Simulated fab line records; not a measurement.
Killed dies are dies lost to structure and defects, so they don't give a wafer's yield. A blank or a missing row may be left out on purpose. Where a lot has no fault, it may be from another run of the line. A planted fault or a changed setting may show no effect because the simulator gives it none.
A sampling plan put to the test + flow gf180mcu + 53 faults told of in these records, all on one fab line, each judged by the records of the lots it struck
The plan is the line's own looks: the steps of the route at which a gauge or an inspection reads the wafer and doesn't change it. A look is open to judgement when struck wafers have a number at it and the file gives its usual mean and standard deviation on fault-free wafers. Caught: a look later than the fault's first step finds the struck wafers' mean 4 or more of those standard deviations (sigma) from the usual mean. On the tool: the identical test, applied to the tool's own readings at the steps of the fault. A different recipe on the struck wafers counts as caught too, as does a record blank only for those wafers.

## THE FAULTS, as the simulator had put them in
1. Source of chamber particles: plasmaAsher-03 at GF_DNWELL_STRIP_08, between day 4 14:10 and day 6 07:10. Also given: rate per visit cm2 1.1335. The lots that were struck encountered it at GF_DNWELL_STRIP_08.
2. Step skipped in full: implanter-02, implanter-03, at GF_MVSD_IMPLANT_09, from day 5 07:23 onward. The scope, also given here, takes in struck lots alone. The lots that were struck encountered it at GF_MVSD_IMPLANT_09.
3. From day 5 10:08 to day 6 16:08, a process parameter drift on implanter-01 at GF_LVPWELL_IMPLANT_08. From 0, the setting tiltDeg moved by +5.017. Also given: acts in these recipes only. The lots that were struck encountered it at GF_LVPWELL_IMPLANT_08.
4. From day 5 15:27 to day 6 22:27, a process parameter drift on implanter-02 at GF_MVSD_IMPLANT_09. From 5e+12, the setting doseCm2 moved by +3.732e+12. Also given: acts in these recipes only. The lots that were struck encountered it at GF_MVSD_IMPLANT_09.
5. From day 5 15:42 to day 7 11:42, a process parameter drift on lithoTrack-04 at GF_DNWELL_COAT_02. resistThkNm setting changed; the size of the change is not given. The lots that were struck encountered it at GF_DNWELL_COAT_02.
6. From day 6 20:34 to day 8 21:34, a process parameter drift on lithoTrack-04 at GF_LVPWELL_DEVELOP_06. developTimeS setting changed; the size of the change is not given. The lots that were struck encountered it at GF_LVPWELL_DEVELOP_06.
7. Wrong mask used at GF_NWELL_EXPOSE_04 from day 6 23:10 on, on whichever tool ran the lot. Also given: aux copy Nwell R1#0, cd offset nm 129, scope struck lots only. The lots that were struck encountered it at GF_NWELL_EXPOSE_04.
8. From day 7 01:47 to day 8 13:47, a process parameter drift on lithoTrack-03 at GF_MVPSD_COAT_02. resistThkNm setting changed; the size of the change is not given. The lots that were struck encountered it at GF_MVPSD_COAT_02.
9. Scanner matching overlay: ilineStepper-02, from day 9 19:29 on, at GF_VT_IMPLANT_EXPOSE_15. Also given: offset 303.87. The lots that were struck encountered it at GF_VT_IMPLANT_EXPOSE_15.
10. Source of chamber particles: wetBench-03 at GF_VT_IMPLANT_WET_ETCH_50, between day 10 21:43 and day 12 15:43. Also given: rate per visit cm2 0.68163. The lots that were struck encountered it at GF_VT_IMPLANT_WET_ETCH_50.
11. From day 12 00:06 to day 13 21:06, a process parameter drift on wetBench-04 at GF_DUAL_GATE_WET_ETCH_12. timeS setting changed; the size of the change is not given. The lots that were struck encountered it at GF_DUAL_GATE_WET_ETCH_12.
12. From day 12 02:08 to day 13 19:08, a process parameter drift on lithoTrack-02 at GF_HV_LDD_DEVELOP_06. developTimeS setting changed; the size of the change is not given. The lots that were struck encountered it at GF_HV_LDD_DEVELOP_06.
13. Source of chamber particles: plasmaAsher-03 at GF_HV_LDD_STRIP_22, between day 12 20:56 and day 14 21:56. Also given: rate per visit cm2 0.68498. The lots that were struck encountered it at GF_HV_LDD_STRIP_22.
14. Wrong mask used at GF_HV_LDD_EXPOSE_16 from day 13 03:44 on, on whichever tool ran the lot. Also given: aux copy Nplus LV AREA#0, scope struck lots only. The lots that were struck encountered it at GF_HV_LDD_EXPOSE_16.
15. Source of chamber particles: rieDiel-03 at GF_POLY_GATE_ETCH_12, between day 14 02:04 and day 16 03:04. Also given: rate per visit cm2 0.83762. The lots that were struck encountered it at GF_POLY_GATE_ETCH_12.
16. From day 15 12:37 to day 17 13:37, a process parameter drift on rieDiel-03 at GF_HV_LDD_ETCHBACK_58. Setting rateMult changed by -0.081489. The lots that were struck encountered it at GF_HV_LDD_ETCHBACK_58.
17. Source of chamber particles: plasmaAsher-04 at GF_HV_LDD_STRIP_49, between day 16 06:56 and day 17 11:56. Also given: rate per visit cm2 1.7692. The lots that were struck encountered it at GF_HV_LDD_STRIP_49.
18. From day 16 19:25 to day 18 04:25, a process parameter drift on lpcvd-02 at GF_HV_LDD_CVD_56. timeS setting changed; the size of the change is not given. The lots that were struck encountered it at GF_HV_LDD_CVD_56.
19. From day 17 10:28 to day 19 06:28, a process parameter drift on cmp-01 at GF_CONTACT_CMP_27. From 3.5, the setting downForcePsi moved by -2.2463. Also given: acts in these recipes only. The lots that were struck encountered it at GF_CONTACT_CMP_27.
20. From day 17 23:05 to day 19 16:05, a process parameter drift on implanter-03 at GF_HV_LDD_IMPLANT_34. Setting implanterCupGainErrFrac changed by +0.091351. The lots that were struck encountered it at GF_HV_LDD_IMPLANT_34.
21. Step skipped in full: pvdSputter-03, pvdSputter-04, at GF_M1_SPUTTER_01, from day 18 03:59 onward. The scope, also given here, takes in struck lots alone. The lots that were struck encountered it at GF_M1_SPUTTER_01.
22. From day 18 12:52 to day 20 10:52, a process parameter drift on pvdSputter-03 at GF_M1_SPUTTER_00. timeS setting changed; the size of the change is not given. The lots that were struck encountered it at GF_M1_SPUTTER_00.
23. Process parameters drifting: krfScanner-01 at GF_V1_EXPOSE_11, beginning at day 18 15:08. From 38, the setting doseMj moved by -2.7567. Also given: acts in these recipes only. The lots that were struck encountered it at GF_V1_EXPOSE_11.
24. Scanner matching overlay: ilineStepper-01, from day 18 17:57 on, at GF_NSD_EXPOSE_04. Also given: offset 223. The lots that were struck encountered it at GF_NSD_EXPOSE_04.
25. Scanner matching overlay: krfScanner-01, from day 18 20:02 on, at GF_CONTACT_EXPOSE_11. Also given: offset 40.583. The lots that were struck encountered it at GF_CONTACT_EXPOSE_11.
26. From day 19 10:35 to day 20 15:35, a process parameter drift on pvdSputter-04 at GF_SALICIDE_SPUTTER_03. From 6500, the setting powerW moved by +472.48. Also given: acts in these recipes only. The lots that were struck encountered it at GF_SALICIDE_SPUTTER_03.
27. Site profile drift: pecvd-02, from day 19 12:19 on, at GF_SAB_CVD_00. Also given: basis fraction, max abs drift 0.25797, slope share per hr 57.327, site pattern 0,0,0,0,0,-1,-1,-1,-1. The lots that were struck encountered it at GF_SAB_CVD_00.
28. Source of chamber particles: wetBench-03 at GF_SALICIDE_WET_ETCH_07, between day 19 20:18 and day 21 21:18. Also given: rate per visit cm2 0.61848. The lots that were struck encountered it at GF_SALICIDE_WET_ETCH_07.
29. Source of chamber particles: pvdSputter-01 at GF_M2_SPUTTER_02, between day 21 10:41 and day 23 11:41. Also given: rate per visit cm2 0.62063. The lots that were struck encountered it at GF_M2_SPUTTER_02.
30. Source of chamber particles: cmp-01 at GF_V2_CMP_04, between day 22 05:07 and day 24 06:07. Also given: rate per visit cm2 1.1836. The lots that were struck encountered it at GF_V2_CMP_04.
31. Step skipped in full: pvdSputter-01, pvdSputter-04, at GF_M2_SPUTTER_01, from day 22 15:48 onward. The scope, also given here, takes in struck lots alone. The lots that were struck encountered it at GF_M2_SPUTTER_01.
32. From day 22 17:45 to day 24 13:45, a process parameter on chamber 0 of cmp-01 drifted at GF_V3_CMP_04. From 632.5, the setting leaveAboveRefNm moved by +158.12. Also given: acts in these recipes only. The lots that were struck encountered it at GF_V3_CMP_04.
33. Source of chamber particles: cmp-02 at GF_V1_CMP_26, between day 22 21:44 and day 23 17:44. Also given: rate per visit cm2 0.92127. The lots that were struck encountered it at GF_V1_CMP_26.
34. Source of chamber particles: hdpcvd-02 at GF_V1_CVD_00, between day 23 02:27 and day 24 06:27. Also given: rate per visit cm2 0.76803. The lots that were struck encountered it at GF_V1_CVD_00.
35. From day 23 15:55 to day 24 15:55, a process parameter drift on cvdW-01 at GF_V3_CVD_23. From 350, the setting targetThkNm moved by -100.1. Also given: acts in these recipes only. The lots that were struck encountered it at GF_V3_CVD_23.
36. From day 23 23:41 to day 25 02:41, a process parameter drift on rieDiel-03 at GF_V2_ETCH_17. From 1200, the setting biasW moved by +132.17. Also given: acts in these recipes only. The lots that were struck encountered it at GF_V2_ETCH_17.
37. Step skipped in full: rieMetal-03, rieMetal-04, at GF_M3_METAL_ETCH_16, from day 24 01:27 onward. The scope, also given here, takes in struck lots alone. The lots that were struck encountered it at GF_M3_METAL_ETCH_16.
38. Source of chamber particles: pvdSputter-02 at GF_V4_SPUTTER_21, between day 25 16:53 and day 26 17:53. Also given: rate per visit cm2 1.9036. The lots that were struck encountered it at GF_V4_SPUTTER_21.
39. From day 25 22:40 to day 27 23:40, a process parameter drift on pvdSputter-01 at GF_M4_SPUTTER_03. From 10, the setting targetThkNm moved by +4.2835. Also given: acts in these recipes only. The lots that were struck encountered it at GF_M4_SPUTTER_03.
40. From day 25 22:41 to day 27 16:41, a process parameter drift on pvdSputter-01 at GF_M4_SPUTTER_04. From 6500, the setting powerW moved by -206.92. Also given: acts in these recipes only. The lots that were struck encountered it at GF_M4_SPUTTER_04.
41. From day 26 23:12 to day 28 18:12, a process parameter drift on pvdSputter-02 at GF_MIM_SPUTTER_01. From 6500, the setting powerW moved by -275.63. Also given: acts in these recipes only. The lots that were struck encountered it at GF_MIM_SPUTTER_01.
42. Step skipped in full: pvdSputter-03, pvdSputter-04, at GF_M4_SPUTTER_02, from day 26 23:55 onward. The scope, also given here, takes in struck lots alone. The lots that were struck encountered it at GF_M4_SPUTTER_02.
43. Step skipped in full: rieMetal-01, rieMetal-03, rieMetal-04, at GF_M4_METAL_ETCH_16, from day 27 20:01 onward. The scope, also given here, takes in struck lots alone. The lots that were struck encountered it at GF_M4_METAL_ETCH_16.
44. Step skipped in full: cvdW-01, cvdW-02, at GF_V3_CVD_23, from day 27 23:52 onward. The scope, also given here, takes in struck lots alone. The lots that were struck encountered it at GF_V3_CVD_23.
45. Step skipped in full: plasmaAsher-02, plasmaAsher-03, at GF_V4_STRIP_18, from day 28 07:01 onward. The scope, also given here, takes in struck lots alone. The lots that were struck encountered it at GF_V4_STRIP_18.
46. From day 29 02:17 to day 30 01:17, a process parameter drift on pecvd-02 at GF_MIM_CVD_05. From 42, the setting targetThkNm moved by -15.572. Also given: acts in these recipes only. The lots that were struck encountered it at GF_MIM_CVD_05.
47. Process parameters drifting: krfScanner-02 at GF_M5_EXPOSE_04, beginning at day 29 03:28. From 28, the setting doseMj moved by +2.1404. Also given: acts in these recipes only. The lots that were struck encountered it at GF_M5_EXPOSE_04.
48. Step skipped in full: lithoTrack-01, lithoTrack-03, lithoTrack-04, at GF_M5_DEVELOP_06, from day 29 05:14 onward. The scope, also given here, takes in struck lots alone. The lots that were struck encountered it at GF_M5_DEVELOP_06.
49. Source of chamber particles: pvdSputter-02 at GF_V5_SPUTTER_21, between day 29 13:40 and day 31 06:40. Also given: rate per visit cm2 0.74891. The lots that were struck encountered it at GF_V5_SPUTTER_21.
50. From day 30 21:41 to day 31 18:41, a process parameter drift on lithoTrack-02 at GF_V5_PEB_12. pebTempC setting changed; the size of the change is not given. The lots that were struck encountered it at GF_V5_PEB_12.
51. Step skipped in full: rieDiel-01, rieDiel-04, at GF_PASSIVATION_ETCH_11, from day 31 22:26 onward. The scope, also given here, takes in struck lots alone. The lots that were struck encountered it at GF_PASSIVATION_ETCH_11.
52. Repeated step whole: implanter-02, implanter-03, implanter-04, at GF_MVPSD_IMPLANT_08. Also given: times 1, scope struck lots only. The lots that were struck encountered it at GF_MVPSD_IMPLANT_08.
53. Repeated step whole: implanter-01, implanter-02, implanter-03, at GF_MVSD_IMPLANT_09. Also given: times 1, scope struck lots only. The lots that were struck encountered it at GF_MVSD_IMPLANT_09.

## WHAT THE PLAN SAW
| fault | on the tool itself                               | first look that catches it                      | reading, sigma                  | median hours from its first step to that look | hours from the fault's start to the first struck lot there | judged looks passed uncaught |
|-------|--------------------------------------------------|-------------------------------------------------|---------------------------------|-----------------------------------------------|------------------------------------------------------------|------------------------------|
| 1     | under 2 sigma                                    | not the one look that can be judged after it    | -                               | -                                             | -                                                          | 1                            |
| 2     | the tool's record is blank for the struck wafers | GF_MVSD_TW_MEAS_11                              | MVSD_TW -7.2                    | 0.2                                           | 4                                                          | 0                            |
| 3     | tiltDeg +99 or beyond sigma                      | GF_LVPWELL_TW_MEAS_11                           | LVPWELL_TW +14                  | 0.4                                           | 5                                                          | 0                            |
| 4     | doseIonsCm2 +99 or beyond sigma                  | GF_MVSD_TW_MEAS_11                              | MVSD_TW +5.4                    | 0.2                                           | 5                                                          | 0                            |
| 5     | no reading that can be judged                    | none of the 2 looks that can be judged after it | -                               | -                                             | -                                                          | 2                            |
| 6     | under 2 sigma                                    | none of the 6 looks that can be judged after it | -                               | -                                             | -                                                          | 6                            |
| 7     | no reading that can be judged                    | no look after it can be judged                  | -                               | -                                             | -                                                          | 0                            |
| 8     | no reading that can be judged                    | not the one look that can be judged after it    | -                               | -                                             | -                                                          | 1                            |
| 9     | no reading that can be judged                    | GF_VT_IMPLANT_OVL_MEAS_18                       | VT_IMPLANT_01_OVL +99 or beyond | 8.9                                           | 15                                                         | 0                            |
| 10    | under 2 sigma                                    | not the one look that can be judged after it    | -                               | -                                             | -                                                          | 1                            |
| 11    | runLengthS -55 sigma                             | no look after it can be judged                  | -                               | -                                             | -                                                          | 0                            |
| 12    | no reading that can be judged                    | GF_HV_LDD_CD_MEAS_07                            | cdNm -9.3                       | 0.2                                           | 19                                                         | 0                            |
| 13    | under 2 sigma                                    | not the one look that can be judged after it    | -                               | -                                             | -                                                          | 1                            |
| 14    | under 2 sigma                                    | GF_HV_LDD_TW_MEAS_23                            | HV_LDD_2_TW -99 or beyond       | 10.6                                          | 14                                                         | 0                            |
| 15    | under 2 sigma                                    | not the one look that can be judged after it    | -                               | -                                             | -                                                          | 1                            |
| 16    | under 2 sigma                                    | none of the 6 looks that can be judged after it | -                               | -                                             | -                                                          | 6                            |
| 17    | under 2 sigma                                    | not the one look that can be judged after it    | -                               | -                                             | -                                                          | 1                            |
| 18    | no reading that can be judged                    | GF_HV_LDD_THK_MEAS_57                           | HV_LDD_CVD_56_THK -5.6          | 1.4                                           | 6                                                          | 0                            |
| 19    | overpolishRunS -99 or beyond sigma               | no look after it can be judged                  | -                               | -                                             | -                                                          | 0                            |
| 20    | faradayCurrentUA +5.1 sigma                      | no look after it can be judged                  | -                               | -                                             | -                                                          | 0                            |
| 21    | the tool's record is blank for the struck wafers | no look after it can be judged                  | -                               | -                                             | -                                                          | 0                            |
| 22    | under 2 sigma                                    | no look after it can be judged                  | -                               | -                                             | -                                                          | 0                            |
| 23    | exposureDoseMJCm2 -63 sigma                      | GF_V1_CD_MEAS_14                                | cdNm -9.0                       | 12.1                                          | 14                                                         | 0                            |
| 24    | under 2 sigma                                    | GF_NSD_OVL_MEAS_08                              | NSD_OVL +99 or beyond           | 12.2                                          | 19                                                         | 0                            |
| 25    | no reading that can be judged                    | GF_CONTACT_OVL_MEAS_15                          | CONTACT_OVL +6.0                | 12.1                                          | 14                                                         | 0                            |
| 26    | cathodeDcPowerW +99 or beyond sigma              | GF_SALICIDE_THK_MEAS_05                         | SALICIDE_TIN_THK +6.4           | 0.1                                           | 7                                                          | 0                            |
| 27    | under 2 sigma                                    | GF_SAB_THK_MEAS_01                              | SAB_CVD_00_THK -8.8             | 0.0                                           | 20                                                         | 0                            |
| 28    | no reading that can be judged                    | not the one look that can be judged after it    | -                               | -                                             | -                                                          | 1                            |
| 29    | under 2 sigma                                    | not the one look that can be judged after it    | -                               | -                                             | -                                                          | 1                            |
| 30    | under 2 sigma                                    | none of the 2 looks that can be judged after it | -                               | -                                             | -                                                          | 2                            |
| 31    | the tool's record is blank for the struck wafers | no look after it can be judged                  | -                               | -                                             | -                                                          | 0                            |
| 32    | timeToEndpointS -10 sigma                        | no look after it can be judged                  | -                               | -                                             | -                                                          | 0                            |
| 33    | under 2 sigma                                    | none of the 3 looks that can be judged after it | -                               | -                                             | -                                                          | 3                            |
| 34    | no reading that can be judged                    | not the one look that can be judged after it    | -                               | -                                             | -                                                          | 1                            |
| 35    | under 2 sigma                                    | GF_V3_RS_MEAS_24                                | V3_W_RS +24                     | 0.1                                           | 8                                                          | 0                            |
| 36    | biasW +40 sigma                                  | no look after it can be judged                  | -                               | -                                             | -                                                          | 0                            |
| 37    | the tool's record is blank for the struck wafers | no look after it can be judged                  | -                               | -                                             | -                                                          | 0                            |
| 38    | under 2 sigma                                    | no look after it can be judged                  | -                               | -                                             | -                                                          | 0                            |
| 39    | under 2 sigma                                    | no look after it can be judged                  | -                               | -                                             | -                                                          | 0                            |
| 40    | cathodeDcPowerW -99 or beyond sigma              | none of the 7 looks that can be judged after it | -                               | -                                             | -                                                          | 7                            |
| 41    | cathodeDcPowerW -99 or beyond sigma              | no look after it can be judged                  | -                               | -                                             | -                                                          | 0                            |
| 42    | the tool's record is blank for the struck wafers | GF_M4_RS_MEAS_05                                | M4_ALCU_RS +99 or beyond        | 0.1                                           | 4                                                          | 0                            |
| 43    | the tool's record is blank for the struck wafers | no look after it can be judged                  | -                               | -                                             | -                                                          | 0                            |
| 44    | the tool's record is blank for the struck wafers | GF_V3_RS_MEAS_24                                | V3_W_RS +99 or beyond           | 0.1                                           | 3                                                          | 0                            |
| 45    | the tool's record is blank for the struck wafers | no look after it can be judged                  | -                               | -                                             | -                                                          | 0                            |
| 46    | under 2 sigma                                    | GF_MIM_THK_MEAS_06                              | MIM_CVD_05_THK -26              | 0.0                                           | 4                                                          | 0                            |
| 47    | exposureDoseMJCm2 +68 sigma                      | GF_M5_CD_MEAS_07                                | cdNm -6.6                       | 9.2                                           | 15                                                         | 0                            |
| 48    | no reading that can be judged                    | no look after it can be judged                  | -                               | -                                             | -                                                          | 0                            |
| 49    | under 2 sigma                                    | not the one look that can be judged after it    | -                               | -                                             | -                                                          | 1                            |
| 50    | heaterPowerTotalW -16 sigma                      | GF_V5_CD_MEAS_14                                | cdNm -5.0                       | 0.3                                           | 9                                                          | 0                            |
| 51    | the tool's record is blank for the struck wafers | no look after it can be judged                  | -                               | -                                             | -                                                          | 0                            |
| 52    | under 2 sigma                                    | GF_MVPSD_TW_MEAS_11                             | MVPSD_TW +42                    | 0.9                                           | -                                                          | 0                            |
| 53    | under 2 sigma                                    | GF_MVSD_TW_MEAS_11                              | MVSD_TW +6.5                    | 0.6                                           | -                                                          | 0                            |
A dash: this means the fault isn't caught or the number doesn't appear in these records.

Caught at a look: 20 of 53. Caught on the tool: 22 of 53. By one or the other: 33 of 53.
On the tool alone, faults 11, 19, 20, 21, 31, 32, 36, 37, 40, 41, 43, 45, 51 were caught.
Caught at a look alone: faults 9, 12, 14, 18, 24, 25, 27, 35, 46, 52, 53.
Caught by neither: faults 1, 5, 6, 7, 8, 10, 13, 15, 16, 17, 22, 28, 29, 30, 33, 34, 38, 39, 48, 49.

## THINNER SAMPLING
Were the look that catches a fault to measure just every second or every third lot (counted by lot number), the first struck lot would, at worst, be measured this late:
| fault | struck lots at that look, in order of time | every lot | every second lot | every third lot |
|-------|--------------------------------------------|-----------|------------------|-----------------|
| 2     | L409, L410                                 | 4 h       | 7 h              | may miss all 2  |
| 3     | L278, L279                                 | 5 h       | 6 h              | may miss all 2  |
| 4     | L149, L150, L151                           | 5 h       | 15 h             | 16 h            |
| 9     | L237, L238                                 | 15 h      | 22 h             | may miss all 2  |
| 12    | L753, L756                                 | 19 h      | 41 h             | may miss all 2  |
| 14    | L493                                       | 14 h      | may miss it      | may miss it     |
| 18    | L832, L834                                 | 6 h       | may miss all 2   | may miss all 2  |
| 23    | L152, L153                                 | 14 h      | 28 h             | may miss all 2  |
| 24    | L331, L333                                 | 19 h      | may miss all 2   | may miss all 2  |
| 25    | L399, L400                                 | 14 h      | 21 h             | may miss all 2  |
| 26    | L820, L822                                 | 7 h       | may miss all 2   | may miss all 2  |
| 27    | L816, L818                                 | 20 h      | may miss all 2   | may miss all 2  |
| 35    | L348, L349                                 | 8 h       | 13 h             | may miss all 2  |
| 42    | L603, L604, L606                           | 4 h       | 11 h             | may miss all 3  |
| 44    | L509, L510, L511                           | 3 h       | 10 h             | 15 h            |
| 46    | L801, L804                                 | 4 h       | 19 h             | may miss all 2  |
| 47    | L769, L770                                 | 15 h      | 25 h             | may miss all 2  |
| 50    | L494, L495                                 | 9 h       | 17 h             | may miss all 2  |
Hours are from the fault's start to the first struck lot that is measured. 4 sigma limit: tested on the pooled struck wafers, so a lone lot may be under it. Other struck lots may not be in these records.

## THE LONGEST TIMED WAY FROM STEP TO LOOK
Fault 24: median gap of 12.2 hours between GF_NSD_EXPOSE_04 and GF_NSD_OVL_MEAS_08. No look between them can be judged.
